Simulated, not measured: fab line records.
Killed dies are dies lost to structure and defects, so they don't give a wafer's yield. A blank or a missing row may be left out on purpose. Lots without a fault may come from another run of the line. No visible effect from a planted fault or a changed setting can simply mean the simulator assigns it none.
Check of tool commonality :: flow sky130 :: Lots sampled 10, wafers sampled 30

## REASON FOR OPENING
3 of 10 lots carry a flag on the reading VIA3_W_RS at SKY_VIA3_RS_MEAS_22. No-fault wafers: 0.296 ohm/sq, standard deviation 0.0044.
Rule: a lot gets a flag if all its wafers with a number sit over 4 standard deviations from that mean, or if no wafer of it has a number. As for the other lots, they are considered sound.

lot: L354
measured: day 40 09:38
on: film_metro-02
VIA3_W_RS (ohm/sq), wafer by wafer: 0.295 0.295 0.293
flag: 

lot: L358
measured: day 42 03:12
on: film_metro-02
VIA3_W_RS (ohm/sq), wafer by wafer: 58.914 60.698 59.337
flag: FLAGGED

lot: L357
measured: day 42 03:17
on: film_metro-03
VIA3_W_RS (ohm/sq), wafer by wafer: 58.748 58.620 58.113
flag: FLAGGED

lot: L359
measured: day 42 07:59
on: film_metro-02
VIA3_W_RS (ohm/sq), wafer by wafer: 56.947 56.230 58.291
flag: FLAGGED

lot: L363
measured: day 43 09:02
on: film_metro-03
VIA3_W_RS (ohm/sq), wafer by wafer: 0.299 0.298 0.299
flag: 

lot: L365
measured: day 44 01:16
on: film_metro-02
VIA3_W_RS (ohm/sq), wafer by wafer: 0.297 0.300 0.283
flag: 

lot: L366
measured: day 44 15:25
on: film_metro-01
VIA3_W_RS (ohm/sq), wafer by wafer: 0.285 0.282 0.300
flag: 

lot: L368
measured: day 44 18:43
on: film_metro-01
VIA3_W_RS (ohm/sq), wafer by wafer: 0.300 0.285 0.285
flag: 

lot: L373
measured: day 46 00:17
on: film_metro-02
VIA3_W_RS (ohm/sq), wafer by wafer: 0.295 0.297 0.294
flag: 

lot: L374
measured: day 46 03:33
on: film_metro-01
VIA3_W_RS (ohm/sq), wafer by wafer: 0.296 0.284 0.288
flag: 
Averaged over the flagged lots the numbers come to 58.433 ohm/sq, +58.137 ohm/sq from the usual (+99 or more standard deviations).

## EACH LOT AND THE TOOL IT RAN ON
Before the reading, the record contains 4 process steps out of a 708-step route. In each cell: the tool, then ch and the chambers that the sampled wafers went through, then the start.
lot: L354
flag: 
SKY_METAL2_SPUTTER_02: pvd_sputter-02, day 34 18:58
SKY_CAPM_STRIP_14: plasma_asher-01 ch 0,1, day 38 04:10
SKY_METAL3_ETCH_16: rie_metal-01 ch 0,1, day 39 06:32
SKY_VIA3_CVD_21: cvd_w-02 ch 0,1, day 40 09:30

lot: L358
flag: FLAGGED
SKY_METAL2_SPUTTER_02: pvd_sputter-02, day 36 14:08
SKY_CAPM_STRIP_14: plasma_asher-04 ch 0,1, day 39 23:12
SKY_METAL3_ETCH_16: rie_metal-02 ch 0,1, day 41 00:31
SKY_VIA3_CVD_21: cvd_w-02 ch 0,1, day 42 03:04

lot: L357
flag: FLAGGED
SKY_METAL2_SPUTTER_02: pvd_sputter-02, day 36 15:00
SKY_CAPM_STRIP_14: plasma_asher-03 ch 0,1, day 39 23:28
SKY_METAL3_ETCH_16: rie_metal-03 ch 0,1, day 41 00:36
SKY_VIA3_CVD_21: cvd_w-01 ch 0,1, day 42 03:09

lot: L359
flag: FLAGGED
SKY_METAL2_SPUTTER_02: pvd_sputter-02, day 36 21:58
SKY_CAPM_STRIP_14: plasma_asher-04 ch 0,1, day 40 04:17
SKY_METAL3_ETCH_16: rie_metal-01 ch 0,1, day 41 06:03
SKY_VIA3_CVD_21: cvd_w-01 ch 0,1, day 42 07:52

lot: L363
flag: 
SKY_METAL2_SPUTTER_02: pvd_sputter-04, day 38 02:20
SKY_CAPM_STRIP_14: plasma_asher-03 ch 0,1, day 41 07:47
SKY_METAL3_ETCH_16: rie_metal-03 ch 0,1, day 42 08:03
SKY_VIA3_CVD_21: cvd_w-02 ch 0,1, day 43 08:55

lot: L365
flag: 
SKY_METAL2_SPUTTER_02: pvd_sputter-04, day 38 18:16
SKY_CAPM_STRIP_14: plasma_asher-04 ch 0, day 41 23:29
SKY_METAL3_ETCH_16: rie_metal-02 ch 0,1, day 42 23:09
SKY_VIA3_CVD_21: cvd_w-02 ch 0,1, day 44 01:08

lot: L366
flag: 
SKY_METAL2_SPUTTER_02: pvd_sputter-04, day 39 11:38
SKY_CAPM_STRIP_14: plasma_asher-01 ch 0,1, day 42 15:46
SKY_METAL3_ETCH_16: rie_metal-01 ch 0,1, day 43 14:44
SKY_VIA3_CVD_21: cvd_w-02 ch 0,1, day 44 15:18

lot: L368
flag: 
SKY_METAL2_SPUTTER_02: pvd_sputter-01, day 39 16:40
SKY_CAPM_STRIP_14: plasma_asher-03 ch 0,1, day 42 19:04
SKY_METAL3_ETCH_16: rie_metal-02 ch 0,1, day 43 17:47
SKY_VIA3_CVD_21: cvd_w-02 ch 0,1, day 44 18:35

lot: L373
flag: 
SKY_METAL2_SPUTTER_02: pvd_sputter-02, day 41 00:49
SKY_CAPM_STRIP_14: plasma_asher-03 ch 0,1, day 44 01:37
SKY_METAL3_ETCH_16: rie_metal-03 ch 0,1, day 45 00:42
SKY_VIA3_CVD_21: cvd_w-01 ch 0,1, day 46 00:10

lot: L374
flag: 
SKY_METAL2_SPUTTER_02: pvd_sputter-04, day 41 02:17
SKY_CAPM_STRIP_14: plasma_asher-01 ch 0,1, day 44 05:32
SKY_METAL3_ETCH_16: rie_metal-01 ch 0,1, day 45 04:13
SKY_VIA3_CVD_21: cvd_w-02 ch 0,1, day 46 03:26
These steps, and what they do:
- SKY_METAL2_SPUTTER_02: material AlCu, target thk 250 nm, time 13.3 s.
- SKY_CAPM_STRIP_14: strips in O2/N2.
- SKY_METAL3_ETCH_16: etches BARC in N2/H2, stops on SiO2, time 88.2 s, target depth 60 nm.
- SKY_VIA3_CVD_21: deposits W, target thk 390 nm, time 117.31 s.
- SKY_VIA3_RS_MEAS_22: measures by four-point-probe.

## FLAGGED OVER TOTAL, TOOL BY TOOL (the gauges that took the reading come last)
step: SKY_METAL2_SPUTTER_02
tool: pvd_sputter-01
lots run: 1
flagged: 0
share of the flagged lots: none
sound lots run after its first flagged lot: -

step: SKY_METAL2_SPUTTER_02
tool: pvd_sputter-02
lots run: 5
flagged: 3
share of the flagged lots: all
sound lots run after its first flagged lot: 1 (L373)

step: SKY_METAL2_SPUTTER_02
tool: pvd_sputter-04
lots run: 4
flagged: 0
share of the flagged lots: none
sound lots run after its first flagged lot: -

step: SKY_CAPM_STRIP_14
tool: plasma_asher-01
lots run: 3
flagged: 0
share of the flagged lots: none
sound lots run after its first flagged lot: -

step: SKY_CAPM_STRIP_14
tool: plasma_asher-03
lots run: 4
flagged: 1
share of the flagged lots: some
sound lots run after its first flagged lot: 3 (L363,L368,L373)

step: SKY_CAPM_STRIP_14
tool: plasma_asher-04
lots run: 3
flagged: 2
share of the flagged lots: some
sound lots run after its first flagged lot: 1 (L365)

step: SKY_METAL3_ETCH_16
tool: rie_metal-01
lots run: 4
flagged: 1
share of the flagged lots: some
sound lots run after its first flagged lot: 2 (L366,L374)

step: SKY_METAL3_ETCH_16
tool: rie_metal-02
lots run: 3
flagged: 1
share of the flagged lots: some
sound lots run after its first flagged lot: 2 (L365,L368)

step: SKY_METAL3_ETCH_16
tool: rie_metal-03
lots run: 3
flagged: 1
share of the flagged lots: some
sound lots run after its first flagged lot: 2 (L363,L373)

step: SKY_VIA3_CVD_21
tool: cvd_w-01
lots run: 3
flagged: 2
share of the flagged lots: some
sound lots run after its first flagged lot: 1 (L373)

step: SKY_VIA3_CVD_21
tool: cvd_w-02
lots run: 7
flagged: 1
share of the flagged lots: some
sound lots run after its first flagged lot: 5 (L363,L365,L366,L368,L374)

step: SKY_VIA3_RS_MEAS_22
tool: film_metro-01
lots run: 3
flagged: 0
share of the flagged lots: none
sound lots run after its first flagged lot: -

step: SKY_VIA3_RS_MEAS_22
tool: film_metro-02
lots run: 5
flagged: 2
share of the flagged lots: some
sound lots run after its first flagged lot: 2 (L365,L373)

step: SKY_VIA3_RS_MEAS_22
tool: film_metro-03
lots run: 2
flagged: 1
share of the flagged lots: some
sound lots run after its first flagged lot: 1 (L363)

## WHAT IS ALLOWED BY THE TABLE
In the table, 1 row covers all flagged lots: pvd_sputter-02 at SKY_METAL2_SPUTTER_02.
- pvd_sputter-02 at SKY_METAL2_SPUTTER_02 ran 5 lots, 3 of them flagged. After the first flagged lot (L373), sound lots still ran on it; a lasting fault on the whole tool would not permit that.
Not one row of the table ran every flagged lot while running no sound lot after the first.

## WHAT HAD BEEN PUT IN BY THE SIMULATOR
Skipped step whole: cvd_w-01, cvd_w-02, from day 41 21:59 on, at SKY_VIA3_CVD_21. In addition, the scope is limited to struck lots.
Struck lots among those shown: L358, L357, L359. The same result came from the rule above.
